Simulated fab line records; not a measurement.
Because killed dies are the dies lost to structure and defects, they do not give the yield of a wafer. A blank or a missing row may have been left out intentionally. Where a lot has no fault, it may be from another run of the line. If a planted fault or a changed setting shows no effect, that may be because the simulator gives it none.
2 desks, one fault | flow sfqLine | each desk has only its own numbers; what lay behind them comes last

## THE TOOL OWNER'S DESK: pvdSputter-04
The tool's own readings at SFQ_TRILAYER_L0_DEP_SPUTTER_003 (material MoNx KI, target thk 40 nm, time 100 s): means of the sampled wafers that have a number, for each lot that ran on this tool. Marked OUT: a lot whose mean sits more than 4 standard deviations from the usual mean, which makes it out of limits; the brackets give that distance.
Columns: A = cathodeDcPowerW at SFQ_TRILAYER_L0_DEP_SPUTTER_003, usual 799.99 W; B = throttleValvePct at SFQ_TRILAYER_L0_DEP_SPUTTER_003, usual 29.7 %
lot  | first seen here | A                         | B
L103 | day 1 12:29     | 799.97                    | 29.6
L104 | day 1 17:29     | 800.15                    | 29.9
L108 | day 2 13:29     | 799.94                    | 29.6
L109 | day 2 18:29     | 799.97                    | 30.0
L113 | day 3 14:29     | 1043.10 (+99 or more) OUT | 29.3
L115 | day 4 00:29     | 1043.07 (+99 or more) OUT | 30.2
This desk finds L113, L115 out of limits, L113 being first, at day 3 14:29 (cathodeDcPowerW at SFQ_TRILAYER_L0_DEP_SPUTTER_003). In limits: L103, L104, L108, L109.

## FROM THE METROLOGY DESK
What the gauges read, lot by lot, whatever tool the lot ran on: means of the sampled wafers that have a number. Marked OUT: a lot whose mean sits more than 4 standard deviations from the usual mean, which makes it out of limits; the brackets give that distance.
Columns: A = L0_MONX_KI_RS at SFQ_L0_RS_MEAS_901, usual 43.4 ohm/sq; B = L0_MONX_KI_THK at SFQ_L0_THK_MEAS_902, usual 39.7 nm; C = I4_BOW at SFQ_I4_BOW_MEAS_927, usual 3 um
lot  | first seen here | A              | B              | C
L103 | day 1 12:34     | 43.1           | 39.7           | -5
L104 | day 1 17:34     | 43.1           | 40.0           | -1
L106 | day 2 03:34     | 43.2           | 39.8           | 1
L107 | day 2 08:34     | 43.9           | 39.5           | 5
L108 | day 2 13:34     | 42.5           | 40.4           | -1
L109 | day 2 18:36     | 43.6           | 39.4           | 7
L113 | day 3 14:35     | 33.7 (-25) OUT | 50.9 (+30) OUT | 22
L115 | day 4 00:34     | 33.5 (-25) OUT | 52.0 (+32) OUT | -12
L119 | day 4 20:34     | 43.7           | 39.1           | 6
L120 | day 5 01:34     | 43.5           | 39.7           | -11
L121 | day 5 06:34     | 43.5           | 39.8           | 20
L123 | day 5 16:36     | 43.4           | 39.7           | 17
L125 | day 6 02:37     | 43.2           | 39.6           | -8
L126 | day 6 07:35     | 43.6           | 39.4           | -7
This desk finds L113, L115 out of limits, with the earliest case on L113 at day 3 14:35 (L0_MONX_KI_RS at SFQ_L0_RS_MEAS_901). In limits: L103, L104, L106, L107, L108, L109, L119, L120, L121, L123, L125, L126.

## ALL TOGETHER
The tool owner's desk had the chance to raise an alarm at day 3 14:29 on L113, L115.
At day 3 14:35 the metrology desk could have sounded an alarm, on L113, L115.
All the named lots went through SFQ_TRILAYER_L0_DEP_SPUTTER_003 on pvdSputter-04.

## WHAT THE SIMULATOR PUT IN
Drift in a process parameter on pvdSputter-04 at SFQ_TRILAYER_L0_DEP_SPUTTER_003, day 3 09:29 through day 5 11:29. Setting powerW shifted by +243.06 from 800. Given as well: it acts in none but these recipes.
Lots struck among those shown: L113, L115.
Hours from the fault's start to each desk's first reading out of limits: the tool owner's desk, 5; the metrology desk, 5.
